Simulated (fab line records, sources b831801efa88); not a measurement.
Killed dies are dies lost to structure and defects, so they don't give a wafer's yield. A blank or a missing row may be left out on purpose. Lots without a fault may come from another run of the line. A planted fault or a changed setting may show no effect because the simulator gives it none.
A struck lot beside a sound one | flow sky130 | 15 steps out of a route of 708
Sound: wafers L384.2, L384.4, L384.6. Struck: wafer L400.3. (L400.4, L400.5 of the same lot were not struck and are left out.) The cause comes at the end.
At each step with rows: each side's tool, then ch and its chambers, then its first start. Under that, the readings that differ: sound wafers | struck wafers | difference of the means | sigmas: that difference in standard deviations of wafers without a fault.
alike: readings whose means differ by less than 2 such deviations, and words and numbers that are the same on both sides. not compared: withheld readings, readings that some wafer has no value for, bounds like >300 that may hide the same value, and numbers for which the record gives no deviation and whose values overlap.
The two part at a step that has a row with sigmas, a row that says differs or no value, or rows on one side only. Numbers that don't overlap but have no deviation are shown without sigmas and don't part them. A reading that every wafer of one side lacks parts them only if that side has two wafers or more.

SKY_SPACER_THK_MEAS_01:
  sound on film_metro-03, day 24 07:16; struck on film_metro-02, day 29 23:52
  alike: SPACER_CVD_00_THK
SKY_SPACER_ETCHBACK_02: etches Si3N4 in CH3F/O2, stops on SiO2, time 46.7 s, target depth 45 nm.
  sound on rie_diel-01 ch 1,2,3, day 24 07:19; struck on rie_diel-02 ch 3, day 29 23:54
  reading                | sound                | struck | difference | sigmas
  throttle_valve_pct (%) | 10.592 10.556 10.573 | 10.552 | -0.022     | -2
  alike: drypump_motor_current_A, oes_product_au
  not compared: rf_hours_counter_h
then, 8 steps without rows for these wafers: SKY_POLY_CUT_DEHYDRATE_00 (time 60 s); SKY_POLY_CUT_HMDS_01 (prime time 60 s); SKY_POLY_CUT_COAT_02 (resist thk 60 nm); SKY_POLY_CUT_COAT_03 (resist thk 450 nm); SKY_POLY_CUT_SOFTBAKE_04 (time 90 s); SKY_POLY_CUT_EXPOSE_05 (exposes mask NPCM, target cd 270 nm); SKY_POLY_CUT_PEB_06; SKY_POLY_CUT_DEVELOP_07 (develop time 60 s).
SKY_POLY_CUT_CD_MEAS_08: target cd 270 nm.
  sound on cd_sem-02, day 25 12:50; struck on cd_sem-02, day 31 03:58
  alike: cd_nm
SKY_POLY_CUT_OVL_MEAS_09:
  sound on overlay-01, day 25 12:57; struck on overlay-01, day 31 04:03
  alike: POLY_CUT_OVL
SKY_POLY_CUT_ETCH_10: etches BARC in N2/H2, stops on SiO2, time 45.9 s, target depth 60 nm.
  sound on rie_diel-04 ch 1,2,3, day 25 12:59; struck on rie_diel-01 ch 2, day 31 04:05
  reading                                         | sound                | struck | difference | sigmas
  throttle_valve_pct (%)                          | 13.214 13.230 13.235 | 13.245 | +0.019     | +2
  model.KrF-thick_of_POLY_CUT_COAT_03.thk_nm (nm) | 411.1 411.1 409.8    | 413.6  | +2.9       |
  alike: drypump_motor_current_A, oes_product_au
  not compared: rf_hours_counter_h
SKY_POLY_CUT_ETCH_11: etches Si3N4 in CF4/CH2F2/Ar, stops on poly-Si, time 42.5 s, target depth 60 nm.
  sound on rie_diel-04 ch 1,2,3, day 25 13:01; struck on rie_diel-01 ch 2, day 31 04:07
  alike: drypump_motor_current_A, oes_product_au, throttle_valve_pct
  not compared: rf_hours_counter_h
-- the record jumps here: 19 days lie between the struck wafers' starts before and after (it left off in module POLY_CUT and takes up again in module PAD_OPEN, whose first step shown is number 708 of the route) --
SKY_PAD_OPEN_PROBE_99:
  sound on prober-01, day 46 23:02; struck on prober-02, day 50 13:17
  alike: killed_at_M0_to_M3, killed_at_M4_up, killed_at_contacts, killed_at_front_end, killed_at_other, killed_dies, killed_open, killed_short

WHERE THEY PART
First at SKY_SPACER_ETCHBACK_02; last, within this record, at SKY_POLY_CUT_ETCH_10. Later steps at which nothing parts them and some readings are alike: SKY_POLY_CUT_ETCH_11, SKY_PAD_OPEN_PROBE_99.

WHY: what the simulator had put in
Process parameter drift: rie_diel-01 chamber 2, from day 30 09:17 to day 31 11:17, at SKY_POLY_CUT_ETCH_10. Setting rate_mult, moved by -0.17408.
